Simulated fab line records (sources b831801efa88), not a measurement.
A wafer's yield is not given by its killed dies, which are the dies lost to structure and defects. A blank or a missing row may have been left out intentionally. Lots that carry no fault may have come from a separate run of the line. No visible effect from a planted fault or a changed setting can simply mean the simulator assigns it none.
Shared-tool check    flow sky130    Sample size 15 lots and 45 wafers

== WHY IT WAS OPENED ==
At SKY_LDD_N_TW_MEAS_17 the reading LDD_N_TW is flagged on 3 of 15 lots. Fault-free wafers read 2578, with a standard deviation of 24.
Rule: a lot is flagged when every wafer of it that has a number lies more than 4 standard deviations from that mean, or none has a number. As for the other lots, they are considered sound.

lot   measured      on            LDD_N_TW, wafer by wafer  flag
L382  day 18 17:03  filmMetro-02  2577 2594 2573            
L384  day 19 12:41  filmMetro-01  2556 2548 2558            
L383  day 19 13:15  filmMetro-02  2576 2584 2595            
L385  day 19 13:53  filmMetro-01  2560 2551 2554            
L386  day 19 20:11  filmMetro-02  2570 2579 2580            
L392  day 21 19:56  filmMetro-02  2443 2441 2453            FLAGGED
L393  day 22 08:39  filmMetro-03  2466 2454 2463            FLAGGED
L395  day 23 19:05  filmMetro-02  2446 2432 2437            FLAGGED
L397  day 24 08:41  filmMetro-02  2589 2586 2608            
L399  day 24 17:50  filmMetro-02  2580 2591 2586            
L398  day 24 22:26  filmMetro-01  2526 2531 2523            
L400  day 25 03:59  filmMetro-03  2610 2618 2605            
L401  day 25 09:12  filmMetro-03  2615 2606 2610            
L402  day 26 02:04  filmMetro-02  2561 2569 2583            
L403  day 26 04:02  filmMetro-01  2532 2533 2530            
The numbers of the flagged lots are 2448 on average: -130 against the usual, or -5 standard deviations.

== TOOL THAT RAN EACH LOT ==
The record holds 3 process steps before the reading, out of a route of 708 steps. Cell contents, in order: the tool; ch with the chambers the sampled wafers went through; the start.
lot   flag     SKY_GATE_OXIDE_STRIP_13              SKY_LDD_N_IMPLANT_11             SKY_LDD_N_STRIP_16
L382           plasmaAsher-03 ch 0,1, day 14 16:04  implanter-02 ch 0, day 18 16:13  plasmaAsher-03 ch 0,1, day 18 16:56
L384           plasmaAsher-02 ch 0,1, day 14 19:41  implanter-01 ch 0, day 19 11:51  plasmaAsher-01 ch 0, day 19 12:35
L383           plasmaAsher-02 ch 0,1, day 14 21:11  implanter-02 ch 0, day 19 12:25  plasmaAsher-04 ch 0,1, day 19 13:08
L385           plasmaAsher-01 ch 0,1, day 15 09:08  implanter-01 ch 0, day 19 13:02  plasmaAsher-01 ch 0,1, day 19 13:47
L386           plasmaAsher-01 ch 0,1, day 15 15:32  implanter-01 ch 0, day 19 19:21  plasmaAsher-01 ch 0,1, day 19 20:05
L392  FLAGGED  plasmaAsher-02 ch 1, day 17 17:05    implanter-02, day 21 19:06       plasmaAsher-04 ch 0,1, day 21 19:50
L393  FLAGGED  plasmaAsher-02 ch 0,1, day 18 02:44  implanter-02, day 22 07:49       plasmaAsher-04 ch 1, day 22 08:32
L395  FLAGGED  plasmaAsher-01 ch 0,1, day 19 15:02  implanter-02, day 23 18:14       plasmaAsher-04 ch 0,1, day 23 18:59
L397           plasmaAsher-03 ch 0,1, day 20 08:30  implanter-04 ch 0, day 24 07:50  plasmaAsher-03 ch 0,1, day 24 08:35
L399           plasmaAsher-01 ch 0,1, day 20 15:35  implanter-01 ch 0, day 24 16:59  plasmaAsher-01 ch 0,1, day 24 17:44
L398           plasmaAsher-03 ch 0,1, day 20 18:44  implanter-02 ch 0, day 24 21:35  plasmaAsher-03 ch 0,1, day 24 22:20
L400           plasmaAsher-02 ch 0,1, day 21 02:17  implanter-01 ch 0, day 25 03:08  plasmaAsher-04 ch 0,1, day 25 03:53
L401           plasmaAsher-01 ch 1, day 21 07:57    implanter-01 ch 0, day 25 08:22  plasmaAsher-01 ch 0,1, day 25 09:05
L402           plasmaAsher-02 ch 0,1, day 22 00:55  implanter-04 ch 0, day 26 01:14  plasmaAsher-01 ch 0,1, day 26 01:59
L403           plasmaAsher-03 ch 0,1, day 22 03:02  implanter-04 ch 0, day 26 03:11  plasmaAsher-04 ch 0,1, day 26 03:56
What the steps here do:
- SKY_GATE_OXIDE_STRIP_13: strips in O2/N2.
- SKY_LDD_N_IMPLANT_11
- SKY_LDD_N_STRIP_16: strips in O2/N2.
- SKY_LDD_N_TW_MEAS_17

== FLAGGED OVER TOTAL, TOOL BY TOOL (the gauges that took the reading come last) ==
step                     tool            lots run  flagged  share of the flagged lots  sound lots run after its first flagged lot
SKY_GATE_OXIDE_STRIP_13  plasmaAsher-01  5         1        some                       2 (L399,L401)
SKY_GATE_OXIDE_STRIP_13  plasmaAsher-02  6         2        some                       2 (L400,L402)
SKY_GATE_OXIDE_STRIP_13  plasmaAsher-03  4         0        none                       -
SKY_LDD_N_IMPLANT_11     implanter-01    6         0        none                       -
SKY_LDD_N_IMPLANT_11     implanter-02    6         3        all                        1 (L398)
SKY_LDD_N_IMPLANT_11     implanter-04    3         0        none                       -
SKY_LDD_N_STRIP_16       plasmaAsher-01  6         0        none                       -
SKY_LDD_N_STRIP_16       plasmaAsher-03  3         0        none                       -
SKY_LDD_N_STRIP_16       plasmaAsher-04  6         3        all                        2 (L400,L403)
SKY_LDD_N_TW_MEAS_17     filmMetro-01    4         0        none                       -
SKY_LDD_N_TW_MEAS_17     filmMetro-02    8         2        some                       3 (L397,L399,L402)
SKY_LDD_N_TW_MEAS_17     filmMetro-03    3         1        some                       2 (L400,L401)

== THE TABLE: WHAT IT ALLOWS ==
Table rows that saw every flagged lot: 2, namely implanter-02 at SKY_LDD_N_IMPLANT_11 and plasmaAsher-04 at SKY_LDD_N_STRIP_16.
- implanter-02 at SKY_LDD_N_IMPLANT_11: 3 of its 6 lots flagged. After the first flagged lot (L398), sound lots still ran on it; a lasting fault on the whole tool would not permit that. On the flagged lots its readings are blank where sound lots have values: beamEnergyKeV, beamOnS.
- plasmaAsher-04 at SKY_LDD_N_STRIP_16: 3 of its 6 lots flagged. After the first flagged lot (L400, L403), sound lots still ran on it; a lasting fault on the whole tool would not permit that. Its own readings lie more than 4 standard deviations out on every wafer of the flagged lots: stripTimeToEndpointS.
Not one row of the table ran every flagged lot while running no sound lot after the first.

== WHAT THE SIMULATOR HAD PUT IN ==
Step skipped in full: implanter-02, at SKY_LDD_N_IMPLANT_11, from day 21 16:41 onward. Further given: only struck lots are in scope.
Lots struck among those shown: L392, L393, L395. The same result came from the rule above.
